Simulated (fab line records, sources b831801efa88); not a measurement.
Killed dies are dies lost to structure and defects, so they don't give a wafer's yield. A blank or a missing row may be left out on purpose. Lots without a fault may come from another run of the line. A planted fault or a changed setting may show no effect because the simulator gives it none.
One fault seen from 2 desks | flow sky130 | each desk has only its own numbers; what lay behind them comes last

THE TOOL OWNER'S DESK: pvd_sputter-02
The tool's own readings at SKY_LOCAL_INTERCONNECT_SPUTTER_00 (material TiN, target thk 100 nm, time 83.3 s): means of the sampled wafers that have a number, for each lot that ran on this tool. A lot is out of limits, marked OUT, if its mean lies more than 4 standard deviations from the usual mean; the brackets give that distance.
Columns: A = throttle_valve_pct at SKY_LOCAL_INTERCONNECT_SPUTTER_00, usual 30.5 %
lot  | first seen here | A
L831 | day 30 20:24    | 30.6
L832 | day 31 01:41    | 30.2
L835 | day 31 21:20    | 30.5
L845 | day 35 06:23    | 30.5
This desk's finding: nothing out of limits on any of the 4 lots.

THE METROLOGY DESK
What the gauges read, lot by lot, whatever tool the lot ran on: means of the sampled wafers that have a number. A lot is out of limits, marked OUT, if its mean lies more than 4 standard deviations from the usual mean; the brackets give that distance.
Columns: A = POLY_GATE_TW at SKY_RES_PROTECT_TW_MEAS_08, usual 3985; B = cd_nm at SKY_LDD_P_CD_MEAS_07, usual 380.4 nm; C = LI_CONTACT_OVL at SKY_LI_CONTACT_OVL_MEAS_13, usual -4 nm; D = LOCAL_INTERCONNECT_TIN_RS at SKY_LOCAL_INTERCONNECT_RS_MEAS_01, usual 14.10 ohm/sq; E = LOCAL_INTERCONNECT_TIN_THK at SKY_LOCAL_INTERCONNECT_THK_MEAS_02, usual 100.2 nm
lot  | first seen here | A    | B     | C   | D     | E
L827 | day 15 10:25    | 3956 | 378.2 | 0   | 13.97 | 100.7
L828 | day 15 19:37    | 3960 | 380.8 | -8  | 14.06 | 100.3
L831 | day 16 18:52    | 3990 | 379.0 | -11 | 13.94 | 101.4
L832 | day 16 23:41    | 3982 | 381.1 | -5  | 14.17 | 99.3
L835 | day 17 23:00    | 4007 | 380.0 | 1   | 14.03 | 100.6
L841 | day 20 07:50    | 3988 | 381.4 | 7   | 14.17 | 100.5
L844 | day 21 09:55    | 3956 | 381.3 | -2  | 14.29 | 99.0
L845 | day 21 19:49    | 4009 | 381.2 | -0  | 14.46 | 97.3
L847 | day 22 07:30    | 3990 | 379.0 | -6  | 14.20 | 98.8
L849 | day 22 22:29    | 4001 | 381.2 | -10 | 14.37 | 98.3
L850 | day 23 02:20    | 4024 | 382.8 | 1   | 14.30 | 98.9
This desk's finding: nothing out of limits on any of the 11 lots.

PUT TOGETHER
The tool owner's desk saw nothing out of limits.
The metrology desk saw nothing out of limits.

WHAT THE SIMULATOR HAD PUT IN
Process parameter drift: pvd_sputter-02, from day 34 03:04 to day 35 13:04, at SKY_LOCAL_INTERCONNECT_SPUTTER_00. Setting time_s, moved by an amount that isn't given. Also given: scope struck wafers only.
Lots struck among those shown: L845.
